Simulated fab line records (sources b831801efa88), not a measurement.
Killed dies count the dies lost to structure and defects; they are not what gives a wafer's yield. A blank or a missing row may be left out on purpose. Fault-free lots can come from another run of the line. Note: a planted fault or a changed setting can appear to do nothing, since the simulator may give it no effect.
Split-lot study :: flow gf180mcu :: on a route of 602 steps: 5 lots, 23 wafers read

ABOUT THE SPLIT
At GF_V5_SPUTTER_21 (material Ti, target thk 15 nm, time 80.02 s), the setting time-s was moved away from the recipe's 80.02 s on 10 of the 23 wafers read, by -6.1% to +13.1%. The other wafers ran this setting at the recipe's value.

The reading is taken at the split's own step.

THE READING
Ti_of_V5_SPUTTER_21.thk-nm (the simulator's own value, which no gauge read), in nm, at GF_V5_SPUTTER_21 (material Ti, target thk 15 nm, time 80.02 s). The file gives no usual value for it. The 13 wafers here that ran the recipe average 15.09 nm, standard deviation 0.2 nm.

wafer: L076.2
tool, chamber at the split: pvd-sputter-04, -
time-s as run, s: 80.02
against the recipe: recipe
Ti_of_V5_SPUTTER_21.thk-nm, nm: 15.26
against lot-mates on the recipe: -

wafer: L076.3
tool, chamber at the split: pvd-sputter-04, -
time-s as run, s: 80.02
against the recipe: recipe
Ti_of_V5_SPUTTER_21.thk-nm, nm: 15.28
against lot-mates on the recipe: -

wafer: L076.4
tool, chamber at the split: pvd-sputter-04, -
time-s as run, s: 80.02
against the recipe: recipe
Ti_of_V5_SPUTTER_21.thk-nm, nm: 15.3
against lot-mates on the recipe: -

wafer: L077.1
tool, chamber at the split: pvd-sputter-04, -
time-s as run, s: 80.02
against the recipe: recipe
Ti_of_V5_SPUTTER_21.thk-nm, nm: 15.42
against lot-mates on the recipe: -

wafer: L077.2
tool, chamber at the split: pvd-sputter-04, -
time-s as run, s: 80.02
against the recipe: recipe
Ti_of_V5_SPUTTER_21.thk-nm, nm: 15.18
against lot-mates on the recipe: -

wafer: L077.3
tool, chamber at the split: pvd-sputter-04, -
time-s as run, s: 75.15
against the recipe: -6.1%
Ti_of_V5_SPUTTER_21.thk-nm, nm: 14.17
against lot-mates on the recipe: -1.13

wafer: L077.4
tool, chamber at the split: pvd-sputter-04, -
time-s as run, s: 75.15
against the recipe: -6.1%
Ti_of_V5_SPUTTER_21.thk-nm, nm: 14.06
against lot-mates on the recipe: -1.24

wafer: L077.5
tool, chamber at the split: pvd-sputter-04, -
time-s as run, s: 75.15
against the recipe: -6.1%
Ti_of_V5_SPUTTER_21.thk-nm, nm: 14.2
against lot-mates on the recipe: -1.10

wafer: L080.1
tool, chamber at the split: pvd-sputter-04, -
time-s as run, s: 75.92
against the recipe: -5.1%
Ti_of_V5_SPUTTER_21.thk-nm, nm: 14.05
against lot-mates on the recipe: -0.89

wafer: L080.2
tool, chamber at the split: pvd-sputter-04, -
time-s as run, s: 80.02
against the recipe: recipe
Ti_of_V5_SPUTTER_21.thk-nm, nm: 14.8
against lot-mates on the recipe: -

wafer: L080.3
tool, chamber at the split: pvd-sputter-04, -
time-s as run, s: 80.02
against the recipe: recipe
Ti_of_V5_SPUTTER_21.thk-nm, nm: 15.09
against lot-mates on the recipe: -

wafer: L080.4
tool, chamber at the split: pvd-sputter-04, -
time-s as run, s: 75.92
against the recipe: -5.1%
Ti_of_V5_SPUTTER_21.thk-nm, nm: 13.98
against lot-mates on the recipe: -0.96

wafer: L080.6
tool, chamber at the split: pvd-sputter-04, -
time-s as run, s: 75.92
against the recipe: -5.1%
Ti_of_V5_SPUTTER_21.thk-nm, nm: 14.17
against lot-mates on the recipe: -0.78

wafer: L082.1
tool, chamber at the split: pvd-sputter-03, -
time-s as run, s: 80.02
against the recipe: recipe
Ti_of_V5_SPUTTER_21.thk-nm, nm: 14.94
against lot-mates on the recipe: -

wafer: L082.2
tool, chamber at the split: pvd-sputter-03, -
time-s as run, s: 88.49
against the recipe: +10.6%
Ti_of_V5_SPUTTER_21.thk-nm, nm: 16.77
against lot-mates on the recipe: +1.88

wafer: L082.3
tool, chamber at the split: pvd-sputter-03, -
time-s as run, s: 80.02
against the recipe: recipe
Ti_of_V5_SPUTTER_21.thk-nm, nm: 14.69
against lot-mates on the recipe: -

wafer: L082.4
tool, chamber at the split: pvd-sputter-03, -
time-s as run, s: 88.49
against the recipe: +10.6%
Ti_of_V5_SPUTTER_21.thk-nm, nm: 16.53
against lot-mates on the recipe: +1.64

wafer: L082.6
tool, chamber at the split: pvd-sputter-03, -
time-s as run, s: 80.02
against the recipe: recipe
Ti_of_V5_SPUTTER_21.thk-nm, nm: 15.05
against lot-mates on the recipe: -

wafer: L083.2
tool, chamber at the split: pvd-sputter-03, -
time-s as run, s: 90.53
against the recipe: +13.1%
Ti_of_V5_SPUTTER_21.thk-nm, nm: 16.91
against lot-mates on the recipe: +1.88

wafer: L083.3
tool, chamber at the split: pvd-sputter-03, -
time-s as run, s: 80.02
against the recipe: recipe
Ti_of_V5_SPUTTER_21.thk-nm, nm: 15.12
against lot-mates on the recipe: -

wafer: L083.4
tool, chamber at the split: pvd-sputter-03, -
time-s as run, s: 80.02
against the recipe: recipe
Ti_of_V5_SPUTTER_21.thk-nm, nm: 15.07
against lot-mates on the recipe: -

wafer: L083.5
tool, chamber at the split: pvd-sputter-03, -
time-s as run, s: 90.53
against the recipe: +13.1%
Ti_of_V5_SPUTTER_21.thk-nm, nm: 16.93
against lot-mates on the recipe: +1.90

wafer: L083.6
tool, chamber at the split: pvd-sputter-03, -
time-s as run, s: 80.02
against the recipe: recipe
Ti_of_V5_SPUTTER_21.thk-nm, nm: 14.91
against lot-mates on the recipe: -

THE FIT
A straight line over all 23 wafers: Ti_of_V5_SPUTTER_21.thk-nm changes by +0.151 nm for each +1% of time-s; r = +0.98; the points scatter about the line by 0.19 nm.
The same after taking each lot's own level away (the mean of its wafers on the recipe; 23 wafers): +0.161 nm for each +1%; r = +0.99; scatter 0.14 nm.
The reading moves by 2.1 nm for the largest change in time-s, on that fit.
The lots' own levels span 14.893 to 15.300 nm, that is 2.0 times the standard deviation above.
Consequently the slope shifts little with the lot-to-lot level, the two slopes agreeing.
Check: +2.13 nm against its lot-mates is what the line predicts for one of the wafers moved furthest among these (+13.1%) when that wafer is left out of the fit. Against them it came out at +1.88 nm.

ADDITIONAL SPLITS CARRIED BY THESE WAFERS
These wafers also went through other splits before the reading. Each is held against what the fit with the lots' levels taken away leaves over:
other split on the same wafers: GF_V4_ETCH_17 bias-w
wafers away from the commonest value: 6
r with Ti_of_V5_SPUTTER_21.thk-nm (lot level and that fit taken away): +0.21

other split on the same wafers: GF_V4_CVD_23 pressure-torr
wafers away from the commonest value: 10
r with Ti_of_V5_SPUTTER_21.thk-nm (lot level and that fit taken away): +0.30

other split on the same wafers: GF_MIM_SPUTTER_09 power-w
wafers away from the commonest value: 9
r with Ti_of_V5_SPUTTER_21.thk-nm (lot level and that fit taken away): -0.21

other split on the same wafers: GF_MIM_EXPOSE_16 dose-mj
wafers away from the commonest value: 9
r with Ti_of_V5_SPUTTER_21.thk-nm (lot level and that fit taken away): +0.28

other split on the same wafers: GF_V5_CMP_04 leave-above-ref-nm
wafers away from the commonest value: 4
r with Ti_of_V5_SPUTTER_21.thk-nm (lot level and that fit taken away): +0.31

other split on the same wafers: GF_V5_SOFTBAKE_10 time-s
wafers away from the commonest value: 7
r with Ti_of_V5_SPUTTER_21.thk-nm (lot level and that fit taken away): -0.11

THE FILE'S OWN FIT
Ti_of_V5_SPUTTER_21.thk-nm changes by +0.158 nm for each +1% of time-s, r = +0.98.
